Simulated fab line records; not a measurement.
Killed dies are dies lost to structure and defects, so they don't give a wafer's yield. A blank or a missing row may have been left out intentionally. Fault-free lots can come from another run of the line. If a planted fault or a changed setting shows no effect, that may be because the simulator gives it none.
Problem report in the 8D (eight disciplines) form, filled by code + flow sky130 + the parts of the form that need people (team, actions taken, sign-off) are left out

1. PROBLEM STATEMENT
Mean of beam energy keV at SKY_PWDE_IMPLANT_08: 152.28 across 6 wafers in 2 lots; on wafers with no fault it is 149.99 (standard deviation 0.043). That puts it +53 standard deviations away from the usual mean.
The first sign was on wafer L705.1 at day 8 09:28, on implanter-02. The record has a number at this step for 18 wafers belonging to 6 lots. Rule for "out" (also "out of limits"): further than 4 standard deviations from the usual mean. All remaining wafers that have a number are taken as sound.

2. WHAT IT IS, WHAT IT ISN'T
| question                    | is                     | is not                                                             |
|-----------------------------|------------------------|--------------------------------------------------------------------|
| which readings at this step | beam energy keV        | dose ions cm2                                                      |
| which lots                  | L705, L706             | L691, L697, L704, L709                                             |
| which wafers of those lots  | all that have a number | -                                                                  |
| read on which tools         | implanter-02           | implanter-01                                                       |
| when                        | from day 8 09:28       | up to then (9 sound wafers); but 3 sound wafers of L709 came after |

3. THE SUSPECTS, EACH WITH WHAT RULES IT OUT
Counting: any tool at a process step up to the reading is kept as a suspect provided that every lot that is out went through it and no sound lot did after the first of them.
- implanter-02 at SKY_PWDE_IMPLANT_08: kept. All lots that are out passed through it, beginning with L705 at day 8 09:28, and no sound lot followed; its final sound lot before that point was L697 at day 6 16:05. Its own readings are out on those wafers: beam energy keV.
Left after counting: implanter-02 at SKY_PWDE_IMPLANT_08.

4. THE CAUSE (what the simulator had put in)
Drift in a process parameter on implanter-02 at SKY_PWDE_IMPLANT_08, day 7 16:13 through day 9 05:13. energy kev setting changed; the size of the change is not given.
Counting left only this tool.

5. THE CHAIN OF EFFECTS, in route order
Each row: a reading whose mean over the struck wafers that have a number lies more than 3 standard deviations from the usual. Only readings whose record carries a usual standard deviation are examined. hours: median over the lots of the time between each lot's start at the first step of this table that gives one and its start at this step. sigmas: the change, counted in usual standard deviations.
| hours | step                | reading         | usual  | on struck wafers | change | sigmas |
|-------|---------------------|-----------------|--------|------------------|--------|--------|
| 0     | SKY_PWDE_IMPLANT_08 | beam energy keV | 149.99 | 152.28           | +2.29  | +53    |
Its process steps:
- SKY_PWDE_IMPLANT_08

6. WHAT WOULD HAVE CAUGHT IT SOONER
17 hours passed between the start of the fault at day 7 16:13 and the first reading out of limits in this record, taken at day 8 09:28.
